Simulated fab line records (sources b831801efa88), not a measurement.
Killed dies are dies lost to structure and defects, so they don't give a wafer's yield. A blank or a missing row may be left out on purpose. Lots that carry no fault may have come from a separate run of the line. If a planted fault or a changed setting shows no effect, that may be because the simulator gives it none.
fab line records	flow sky130
record: lots: 5	wafers: 15	last_day: 50
route steps=708 shown FIELD_ISO@18 NWELL@32 DNWELL@35 PWDE@45 PAD_OPEN@708
lots that met no fault: from a run of the same line without faults
start_h: hours from the record's first day to the start of the lot's first wafer shown	wait_h: hours elapsed since this lot's preceding step	" unchanged from the row above	L1.1+2: several wafers, shown together as one row	- either no value or no given start	* or withheld: withheld	< > ~ a bound
route shown NAME@n: NAME is a module with steps in the file, n the number in the route of the first one	usual: mean/standard deviation taken from wafers without a fault	same: alike in all rows	chamber/n: place in a boat	sites: per-site readings	_std_site: how widely they spread, as a standard deviation	_edge_site: the outer-site mean with the inner-site mean subtracted	radius_mm: for every site, how far away it sits from the centre of the wafer	mask NAME#n: copy n	behind: the last tool/chamber to shape the wafer	hold: the reason the lot was held/the length of the hold in hours/how it ended	device: names the non-switching transistor (n, p or np)	end of line: the route-end tests of the same wafers	step lacking rows: just its recipe	killed: count of dies lost to structure and defects at first sort (not the wafer's yield)	map: shows each die of a wafer: x if killed, . if not, _ if none is there
set.NAME: the run value of the setting; set.NAME@STEP: its run value at that earlier step	model.NAME: the simulator's own value behind a step, which no gauge read
lots seen at some steps along the route; tables by step, rows by wafer
services: when a tool's chamber went out of use (start_h, in hours from the record's first day, below 0 if earlier), for how many hours, and the reason
== steps ==
step: SKY_FIELD_ISO_ETCH_17
recipe: target_depth_a: 3420	mask_material: Si3N4	chemistry: HBr/Cl2/O2	target: Si	taper_deg: 5	icp_w: 600	bias_w: 150	pressure_mtorr: 15	HBr_flow_sccm: 150	Cl2_flow_sccm: 40	O2_flow_sccm: 6	time_s: 97.7
usual: drypump_motor_current_A: 5.4/0.4	oes_product_au: 1.007/0.011	throttle_valve_pct: 25.651/0.011
same: time_s: 97.7
lot.wafer	tool	chamber	start_h	wait_h	drypump_motor_current_A	oes_product_au	rf_hours_counter_h	throttle_valve_pct
L566.1	rie_si-02	2	29.13	0.1	5.3	1.014	149	25.662
L566.3	"	0	"	"	5.7	1.007	99	25.652
L566.4	"	1	"	"	5.4	1.016	72	25.652
L569.1	rie_si-02	0	47.23	0.1	5.7	1.018	99	25.647
L569.4	"	3	"	"	5.2	0.996	79	25.671
L569.5	"	1	"	"	5.4	1.020	-	25.652
L574.2	rie_si-02	1	70.63	0.1	5.5	1.023	72	25.657
L574.5	"	1	"	"	5.5	1.009	-	25.655
L574.6	"	0	"	"	5.6	1.008	-	25.645
L585.1	rie_si-02	3	134.32	0.1	5.2	0.991	80	25.662
L585.3	"	1	"	"	5.5	1.009	73	25.656
L585.4	"	2	"	"	5.3	1.011	0	25.660
L587.1	rie_si-01	0	139.25	0.1	5.4	1.010	94	25.649
L587.2	"	2	"	"	4.8	1.001	84	25.661
L587.5	"	0	"	"	5.5	1.016	-	25.650
step: SKY_FIELD_ISO_WET_ETCH_18
recipe: chemistry: H3PO4	target_depth_nm: 25	temp_c: 160	target: Si3N4	time_s: 286
step: SKY_FIELD_ISO_CLEAN_19
recipe: chemistry: SC1/SC2	mix: 1:4:20	temp_c: 70	time_s: 150
step: SKY_FIELD_ISO_CLEAN_20
recipe: chemistry: dHF	time_s: 20	dilution: 100:1
step: SKY_FIELD_ISO_WET_ETCH_21
recipe: chemistry: dHF	dilution: 100:1	target_depth_nm: 20	dry: ipa_marangoni	target: SiO2	temp_c: 25	time_s: 400
step: SKY_FIELD_ISO_OXIDATION_22
recipe: temp_c: 950	ambient: O2	stabilise_s: 600	purge_s: 300	target_thk_a: 100	ox_time_s: 623
step: SKY_FIELD_ISO_THK_MEAS_23
recipe: reads: SiO2_of_FIELD_ISO_OXIDATION_22
usual: FIELD_ISO_OXIDATION_01_THK: 9.98/0.15
lot.wafer	tool	chamber	start_h	wait_h	FIELD_ISO_OXIDATION_01_THK[nm]
L566.1	film_metro-03	-	31.35	0.0	10.02
L566.3	"	-	"	"	9.96
L566.4	"	-	"	"	9.98
L569.1	film_metro-02	-	49.42	0.0	10.05
L569.4	"	-	"	"	10.01
L569.5	"	-	"	"	10.08
L574.2	film_metro-03	-	72.16	0.0	10.27
L574.5	"	-	"	"	10.23
L574.6	"	-	"	"	10.19
L585.1	film_metro-03	-	135.83	0.0	10.15
L585.3	"	-	"	"	10.06
L585.4	"	-	"	"	9.91
L587.1	film_metro-03	-	141.89	0.0	10.10
L587.2	"	-	"	"	10.04
L587.5	"	-	"	"	10.26
step: SKY_FIELD_ISO_CVD_24
recipe: material: SiO2	target_thk_nm: 595	temp_c: 650	sigma_open_frac: 0.3	time_s: 99.2	sih4_flow_sccm: 60	pressure_mtorr: 6
step: SKY_FIELD_ISO_THK_MEAS_25
recipe: reads: SiO2_of_FIELD_ISO_CVD_24
usual: FIELD_ISO_CVD_24_THK: 596/6.9
lot.wafer	tool	chamber	start_h	wait_h	FIELD_ISO_CVD_24_THK[nm]
L566.1	film_metro-03	-	31.48	0.0	586
L566.3	"	-	"	"	605
L566.4	"	-	"	"	596
L569.1	film_metro-01	-	49.55	0.0	594
L569.4	"	-	"	"	606
L569.5	"	-	"	"	599
L574.2	film_metro-02	-	72.29	0.0	596
L574.5	"	-	"	"	591
L574.6	"	-	"	"	596
L585.1	film_metro-01	-	135.96	0.0	590
L585.3	"	-	"	"	583
L585.4	"	-	"	"	592
L587.1	film_metro-03	-	142.02	0.0	588
L587.2	"	-	"	"	594
L587.5	"	-	"	"	592
step: SKY_FIELD_ISO_ANNEAL_26
recipe: temp_c: 1000	time_s: 1800	ambient: N2
step: SKY_FIELD_ISO_CMP_27
recipe: stop_on: Si3N4	t_overpolish_s: 16	down_force_psi: 4	platen_rpm: 60	target_thk_nm: 457.8	pad_velocity_m_s: 0.94248
usual: edge_zone_pressure_frac: 1.000/0.0059	motor_current_A: 12.0/1.2	overpolish_run_s: 16.001/0.0099	time_to_endpoint_s: 110/3.9
same: t_overpolish_s: 16
lot.wafer	tool	chamber	start_h	wait_h	edge_zone_pressure_frac	motor_current_A	overpolish_run_s	time_to_endpoint_s
L566.3	cmp-01	1	34.07	0.0	1.000	12.2	16.008	111
L566.1	"	2	"	"	0.998	11.8	15.964	110
L566.4	"	0	"	"	1.009	14.5	16.014	113
L569.1	cmp-01	1	51.11	0.0	1.006	11.8	16.002	109
L569.4	"	2	"	"	1.003	11.8	15.987	118
L569.5	"	1	"	"	1.003	12.4	16.008	106
L574.2	cmp-01	1	74.62	0.0	0.993	11.2	16.012	107
L574.5	"	1	"	"	0.994	10.8	15.999	101
L574.6	"	2	"	"	1.002	12.1	15.971	108
L585.1	cmp-01	2	139.18	0.0	0.998	12.1	15.992	106
L585.4	"	3	"	"	1.003	12.9	16.022	112
L585.3	"	0	"	"	0.992	14.7	15.998	106
L587.2	cmp-01	2	144.28	0.1	0.993	12.1	16.011	108
L587.1	"	3	"	"	1.010	12.9	16.005	111
L587.5	"	1	"	"	1.003	11.3	16.015	105
step: SKY_FIELD_ISO_WET_ETCH_28
recipe: chemistry: dHF	target_depth_nm: 23.7	target: SiO2	dilution: 10:1	temp_c: 25	time_s: 47
step: SKY_FIELD_ISO_WET_ETCH_29
recipe: chemistry: H3PO4	target_depth_nm: 160	target: Si3N4	temp_c: 160	time_s: 1825
same: time_s: 1825
lot.wafer	tool	chamber	start_h	wait_h
L566.1+3+4	wet_bench-03	2	34.42	0.0
L569.1+4+5	wet_bench-03	3	51.43	0.0
L574.2+5+6	wet_bench-01	0	74.94	0.0
L585.1+3+4	wet_bench-03	3	139.50	0.0
L587.1+2+5	wet_bench-03	2	144.50	0.0
step: SKY_FIELD_ISO_WET_ETCH_30
recipe: chemistry: dHF	target_depth_nm: 25	target: SiO2	dilution: 10:1	temp_c: 25	time_s: 50
step: SKY_NWELL_CLEAN_00
recipe: chemistry: SC1/SC2	mix: 1:4:20	temp_c: 70	time_s: 150	dry: n2_spin
step: SKY_NWELL_OXIDATION_01
recipe: temp_c: 900	ambient: O2	stabilise_s: 600	purge_s: 300	target_thk_a: 100	ox_time_s: 1418
step: SKY_NWELL_THK_MEAS_02
recipe: reads: SiO2_of_NWELL_OXIDATION_01
usual: NWELL_OXIDATION_THK: 10.07/0.14
lot.wafer	tool	chamber	start_h	wait_h	NWELL_OXIDATION_THK[nm]
L566.1	film_metro-03	-	37.00	0.0	10.25
L566.3	"	-	"	"	10.41
L566.4	"	-	"	"	10.21
L569.1	film_metro-04	-	54.47	0.0	10.00
L569.4	"	-	"	"	9.97
L569.5	"	-	"	"	10.00
L574.2	film_metro-01	-	76.93	0.0	10.09
L574.5	"	-	"	"	10.09
L574.6	"	-	"	"	10.07
L585.1	film_metro-04	-	142.68	0.0	10.04
L585.3	"	-	"	"	10.01
L585.4	"	-	"	"	10.20
L587.1	film_metro-04	-	147.11	0.0	10.02
L587.2	"	-	"	"	9.91
L587.5	"	-	"	"	10.24
step: SKY_DNWELL_DEHYDRATE_00
recipe: temp_c: 200	time_s: 60
step: SKY_DNWELL_HMDS_01
recipe: prime_time_s: 60	prime_temp_c: 120
step: SKY_DNWELL_COAT_02
recipe: spin_rpm: 2000	resist_thk_nm: 3000
step: SKY_DNWELL_SOFTBAKE_03
recipe: temp_c: 110	time_s: withheld
step: SKY_DNWELL_EXPOSE_04
recipe: mask_id: DNM	na: 0.57	target_cd_nm: 3000	dose_mj: 222
step: SKY_DNWELL_PEB_05
recipe: temp_c: 115	time_s: withheld
step: SKY_DNWELL_DEVELOP_06
recipe: wall_angle_deg: 90	developer: TMAH	develop_time_s: 60	dev_temp_c: 23
step: SKY_DNWELL_IMPLANT_07
recipe: species: P	energy_kev: withheld	dose_cm2: withheld	tilt_deg: withheld
step: SKY_DNWELL_STRIP_08
recipe: chemistry: O2/N2	power_w: 1400	pressure_mtorr: 1500	platen_temp_c: withheld	o2_flow_sccm: 3000	n2_flow_sccm: 300	overash_fraction: 0.5
usual: drypump_motor_current_A: 5.73/0.23	oes_product_au: 0.722/0.0044	strip_time_to_endpoint_s: 36.95/0.094
lot.wafer	tool	chamber	start_h	wait_h	drypump_motor_current_A	oes_product_au	rf_hours_counter_h	strip_time_to_endpoint_s
L566.1	plasma_asher-03	0	52.46	0.1	5.98	0.724	25	36.88
L566.3	"	1	"	"	5.95	0.721	-	37.02
L566.4	"	0	"	"	5.97	0.727	-	36.97
L569.1	plasma_asher-02	0	70.71	0.1	5.42	0.722	37	36.89
L569.4	"	1	"	"	5.56	0.716	-	36.87
L569.5	"	0	"	"	5.42	0.731	-	36.84
L574.2	plasma_asher-01	1	93.96	0.1	5.99	0.728	44	37.03
L574.5	"	0	"	"	5.57	0.722	-	36.99
L574.6	"	1	"	"	5.97	0.723	-	37.03
L585.1	plasma_asher-03	0	161.96	0.1	5.97	0.728	34	36.85
L585.3	"	1	"	"	5.88	0.728	-	36.92
L585.4	"	0	"	"	5.97	0.730	-	36.84
L587.1	plasma_asher-01	1	166.96	0.1	6.01	0.725	51	37.00
L587.2	"	0	"	"	5.55	0.729	51	37.08
L587.5	"	0	"	"	5.55	0.721	-	36.96
step: SKY_DNWELL_TW_MEAS_09
usual: DNWELL_TW: 1110/6.3
lot.wafer	tool	chamber	start_h	wait_h	DNWELL_TW
L566.1	film_metro-04	-	52.56	0.1	1111
L566.3	"	-	"	"	1110
L566.4	"	-	"	"	1110
L569.1	film_metro-01	-	70.81	0.1	1124
L569.4	"	-	"	"	1128
L569.5	"	-	"	"	1120
L574.2	film_metro-03	-	94.07	0.1	1101
L574.5	"	-	"	"	1101
L574.6	"	-	"	"	1099
L585.1	film_metro-04	-	162.06	0.1	1111
L585.3	"	-	"	"	1114
L585.4	"	-	"	"	1118
L587.1	film_metro-04	-	167.06	0.1	1107
L587.2	"	-	"	"	1118
L587.5	"	-	"	"	1116
step: SKY_PWDE_DEHYDRATE_00
recipe: temp_c: 200	time_s: 60
step: SKY_PWDE_HMDS_01
recipe: prime_time_s: 60	prime_temp_c: 120
step: SKY_PWDE_COAT_02
recipe: spin_rpm: 2000	resist_thk_nm: 3000
step: SKY_PWDE_SOFTBAKE_03
recipe: temp_c: 110	time_s: withheld
step: SKY_PWDE_EXPOSE_04
recipe: mask_id: PWDEM	na: 0.6	source_shape: conventional	sigma_outer: 0.6	polarization: unpolarized	target_cd_nm: 840	dose_mj: 214
step: SKY_PWDE_PEB_05
recipe: temp_c: 115	time_s: withheld
step: SKY_PWDE_DEVELOP_06
recipe: wall_angle_deg: 90	developer: TMAH	develop_time_s: 60	dev_temp_c: 23
step: SKY_PWDE_OVL_MEAS_07
usual: PWDE_OVL: 0.4/1.4
lot.wafer	tool	chamber	start_h	wait_h	PWDE_OVL[nm]
L566.1	overlay-01	-	68.33	-	-0.8
L566.3	"	-	"	"	-3.4
L566.4	"	-	"	"	1.2
L569.1	overlay-01	-	87.58	-	-0.5
L569.4	"	-	"	"	1.6
L569.5	"	-	"	"	1.2
L574.2	overlay-02	-	110.68	-	-1.6
L574.5	"	-	"	"	0.0
L574.6	"	-	"	"	0.9
L585.1	overlay-02	-	182.95	-	-0.4
L585.3	"	-	"	"	3.1
L585.4	"	-	"	"	1.5
L587.1	overlay-01	-	188.68	-	0.5
L587.2	"	-	"	"	2.4
L587.5	"	-	"	"	1.8
step: SKY_PWDE_IMPLANT_08
recipe: species: B	energy_kev: 150	dose_cm2: 3.6e+12	tilt_deg: withheld
step: SKY_PWDE_STRIP_09
recipe: chemistry: O2/N2	power_w: 1400	pressure_mtorr: 1500	platen_temp_c: withheld	o2_flow_sccm: 3000	n2_flow_sccm: 300	overash_fraction: 0.5
usual: drypump_motor_current_A: 5.68/0.25	oes_product_au: 0.722/0.0043	strip_time_to_endpoint_s: 36.96/0.12
lot.wafer	tool	chamber	start_h	wait_h	drypump_motor_current_A	oes_product_au	rf_hours_counter_h	strip_time_to_endpoint_s
L566.1	plasma_asher-04	0	68.51	0.1	5.71	0.716	37	37.08
L566.3	"	1	"	"	5.24	0.728	-	36.97
L566.4	"	0	"	"	5.74	0.727	-	37.05
L569.1	plasma_asher-02	1	87.76	0.1	5.57	0.728	39	37.06
L569.4	"	0	"	"	5.43	0.723	-	36.93
L569.5	"	0	"	"	5.42	0.723	-	36.93
L574.2	plasma_asher-03	0	110.86	0.1	5.96	0.723	29	37.03
L574.5	"	0	"	"	5.94	0.725	-	37.00
L574.6	"	1	"	"	5.90	0.715	-	37.00
L585.1	plasma_asher-02	0	183.13	0.1	5.42	0.722	7	37.07
L585.3	"	1	"	"	5.56	0.717	-	37.05
L585.4	"	0	"	"	5.43	0.709	-	37.06
L587.1	plasma_asher-02	0	188.86	0.1	5.44	0.719	7	37.14
L587.2	"	1	"	"	5.55	0.717	7	37.18
L587.5	"	0	"	"	5.42	0.720	-	37.17
step: SKY_PWDE_TW_MEAS_10
usual: PWDE_TW: 372.5/1.7
lot.wafer	tool	chamber	start_h	wait_h	PWDE_TW
L566.1	film_metro-01	-	68.61	0.1	375.2
L566.3	"	-	"	"	373.4
L566.4	"	-	"	"	375.7
L569.1	film_metro-04	-	87.86	0.1	371.5
L569.4	"	-	"	"	372.5
L569.5	"	-	"	"	373.2
L574.2	film_metro-01	-	110.97	0.1	376.0
L574.5	"	-	"	"	377.0
L574.6	"	-	"	"	375.2
L585.1	film_metro-01	-	183.23	0.1	372.9
L585.3	"	-	"	"	370.9
L585.4	"	-	"	"	371.1
L587.1	film_metro-04	-	188.96	0.1	371.8
L587.2	"	-	"	"	371.5
L587.5	"	-	"	"	373.7
step: SKY_NWELL_DEHYDRATE_03
recipe: temp_c: 200	time_s: 60
step: SKY_NWELL_HMDS_04
recipe: prime_time_s: 60	prime_temp_c: 120
step: SKY_NWELL_COAT_05
recipe: spin_rpm: 2000	resist_thk_nm: 3000
step: SKY_NWELL_SOFTBAKE_06
recipe: temp_c: 110	time_s: withheld
step: SKY_PAD_OPEN_PROBE_99
usual: killed_at_M0_to_M3: 44/6	killed_at_M4_up: 2.9/1.5	killed_at_contacts: 24/4.9	killed_at_front_end: 16/4.3	killed_at_other: 0.3/0.54	killed_dies: 87/8.7	killed_open: 48/6.7	killed_short: 39/5.9
same: gross_dies: 492	killed_at_back_side: 0
lot.wafer	tool	chamber	start_h	wait_h	killed_at_M0_to_M3	killed_at_M4_up	killed_at_contacts	killed_at_front_end	killed_at_other	killed_dies	killed_open	killed_short
L574.2	prober-02	-	1120.58	0.1	35	1	23	21	0	80	43	37
L574.5	prober-02	-	1120.73	0.2	35	2	30	16	0	83	56	27
L574.6	prober-02	-	1120.78	0.2	49	2	25	20	0	96	49	46
L585.1	prober-01	-	1186.68	0.1	35	2	27	51	1	116	43	33
L585.3	prober-01	-	1186.78	0.2	37	2	22	51	0	112	40	32
L585.4	prober-01	-	1186.83	0.2	42	3	31	58	0	134	55	38
L587.1	prober-01	-	1191.04	0.1	48	2	18	10	0	78	34	44
L587.2	prober-01	-	1191.09	0.1	50	5	19	22	0	96	56	40
L587.5	prober-01	-	1191.24	0.2	52	3	20	13	1	89	54	35
killed by level:class
L574.2 POLY_GATE:geometric_particle:short=7 LI_CONTACT:geometric_particle:open=7 VIA1:geometric_particle:open=7 VIA3:geometric_particle:open=7 FIELD_ISO:geometric_particle:short=6 CONTACT:geometric_particle:open=6 METAL1:geometric_particle:short=6 VIA2:geometric_particle:open=6
L574.5 CONTACT:geometric_particle:open=12 VIA1:geometric_particle:open=10 LI_CONTACT:geometric_particle:open=9 VIA3:geometric_particle:open=7 LOCAL_INTERCONNECT:geometric_particle:short=7 VIA2:geometric_particle:open=6 FIELD_ISO:geometric_particle:short=5 POLY_GATE:geometric_particle:open=4
L574.6 CONTACT:geometric_particle:open=13 VIA2:geometric_particle:open=9 METAL2:geometric_particle:short=7 METAL1:geometric_particle:short=6 VIA1:geometric_particle:short=6 VIA3:geometric_particle:open=6 FIELD_ISO:geometric_particle:short=5 FIELD_ISO:geometric_particle:open=4
L585.1 FIELD_ISO:unspecified=40 CONTACT:geometric_particle:open=10 LI_CONTACT:geometric_particle:open=8 VIA1:geometric_particle:open=8 METAL2:geometric_particle:short=6 METAL3:geometric_particle:short=6 CONTACT:geometric_particle:short=5 FIELD_ISO:geometric_particle:open=4
L585.3 FIELD_ISO:unspecified=40 LI_CONTACT:geometric_particle:open=9 CONTACT:geometric_particle:open=8 METAL1:geometric_particle:short=6 VIA3:geometric_particle:open=6 VIA1:geometric_particle:open=5 VIA2:geometric_particle:short=5 VIA2:geometric_particle:open=4
L585.4 FIELD_ISO:unspecified=41 CONTACT:geometric_particle:open=14 VIA2:geometric_particle:open=9 LI_CONTACT:geometric_particle:open=6 METAL1:geometric_particle:short=6 FIELD_ISO:geometric_particle:open=5 LI_CONTACT:geometric_particle:short=5 VIA1:geometric_particle:short=5
L587.1 VIA1:geometric_particle:open=9 VIA1:geometric_particle:short=7 METAL2:geometric_particle:short=7 VIA3:geometric_particle:open=6 LI_CONTACT:geometric_particle:open=6 METAL3:geometric_particle:short=5 CONTACT:geometric_particle:open=4 VIA2:geometric_particle:short=4
L587.2 VIA1:geometric_particle:open=10 LI_CONTACT:geometric_particle:open=9 VIA2:geometric_particle:open=8 VIA3:geometric_particle:open=7 FIELD_ISO:geometric_particle:short=6 CONTACT:geometric_particle:open=6 VIA3:geometric_particle:short=6 FIELD_ISO:geometric_particle:open=5
L587.5 VIA1:geometric_particle:open=13 VIA3:geometric_particle:open=12 LI_CONTACT:geometric_particle:open=8 METAL1:geometric_particle:short=6 CONTACT:geometric_particle:open=5 VIA1:geometric_particle:short=5 VIA2:geometric_particle:open=5 FIELD_ISO:geometric_particle:short=4
map L585.4 (x killed, . not)
__________........xx_________
________....x........._______
______x.......x.....x.x._____
_____..xxx.......x.x.....____
____...x...x.x.......x.xxx___
___.x............xx.x..xxxx__
__............x....x..xxxxxx_
_............x.xx.x...xxxxxxx
_...........x.......x.xxxxxxx
_...x.....x.........xxxxxxxxx
_....x.x..x.....x....xxx.xx.x
_.xx.xx......x..x........x.xx
_....x...x..x................
_..........xx.x....x.......x.
_.xx...xxx....x.x..x.xx......
__x..........x.xxx....x....._
___...x.................x..__
____....xx...x.x..x.xx.x..___
_____....x.x......x...xx.____
______.x.....x..xx....x._____
________.xx...xx.x...._______
__________.........._________
map L587.2 (x killed, . not)
__________...x...x.._________
________...x..x......._______
______x.x.......x..x...._____
_____........x..x........____
____...x...xx...x.x.....x.___
___.........x...xx.....x...__
__x.x....xxx..x............x_
_x...x....x.x...x.xx.........
_...........x..x........x...x
_xx..............x...........
_....x.x..x.x.x..........x...
_.....x....xx...xx...x....x..
_.x....xxx............x.xx.x.
_x.................x........x
_...................x.......x
__x...x.....xx.............._
___.xx.x.......xxx.x.x.....__
____x.......xxx.....x.....___
_____.x....x....x.....x..____
______..x........x.x...._____
________..x.......x..._______
__________....x..x.x_________
== services ==
tool	chamber	start_h	hours	kind
cmp-01	-	5.99	4.2	repair
plasma_asher-04	-	23.85	15.6	pm
cmp-01	-	26.52	0.6	repair
plasma_asher-02	-	33.49	1.4	repair
cmp-01	-	40.69	0.6	repair
cmp-01	-	41.31	5.6	pm
rie_si-01	1	46.27	1.1	repair
plasma_asher-03	-	56.05	15.6	pm
cmp-01	-	64.00	4.0	pm
cmp-01	-	68.00	-	consumable_replace:conditioner
cmp-01	-	75.03	0.4	repair
cmp-01	-	93.69	1.3	repair
rie_si-02	3	103.70	15.0	repair
rie_si-02	1	105.32	6.7	repair
plasma_asher-02	-	108.75	9.0	pm
cmp-01	-	119.86	12.8	pm
rie_si-02	3	154.41	9.0	repair
plasma_asher-04	-	157.24	3.4	repair
plasma_asher-02	-	163.06	2.0	repair
rie_si-02	2	165.51	7.3	repair
plasma_asher-03	-	169.87	14.6	pm
cmp-01	-	176.88	1.9	repair
rie_si-01	0	177.34	50.4	repair
cmp-01	-	186.25	0.8	repair
== key ==
first_sign: step: SKY_PAD_OPEN_PROBE_99	reading: killed_at_front_end	direction: up	sigmas: 8.6	usual: 16	struck: 53
effect: step: SKY_PAD_OPEN_PROBE_99	reading: killed_dies	direction: up	sigmas: 3.9	usual: 87	struck: 121
met_at SKY_FIELD_ISO_WET_ETCH_29
struck_wafers L585.1,L585.3,L585.4
tester_left_out L585
onset_between 51.43 139.50
also_fits SKY_FIELD_ISO_ETCH_17:rie_si-02,SKY_DNWELL_STRIP_08:plasma_asher-03
fault: kind: chamber_particle_source	tool: wet_bench-03	chamber: 3	onset_h: 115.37	steps: SKY_FIELD_ISO_WET_ETCH_29	rate_per_visit_cm2: 0.80586	end_h: 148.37
tester_left_out: of these lots the tester's yield and bins aren't shown, on N5 and GAA mostly nor the transistor test; their killed dies are dies lost to structure and defects alone, not to doping, threshold or leakage, so they don't give the yield
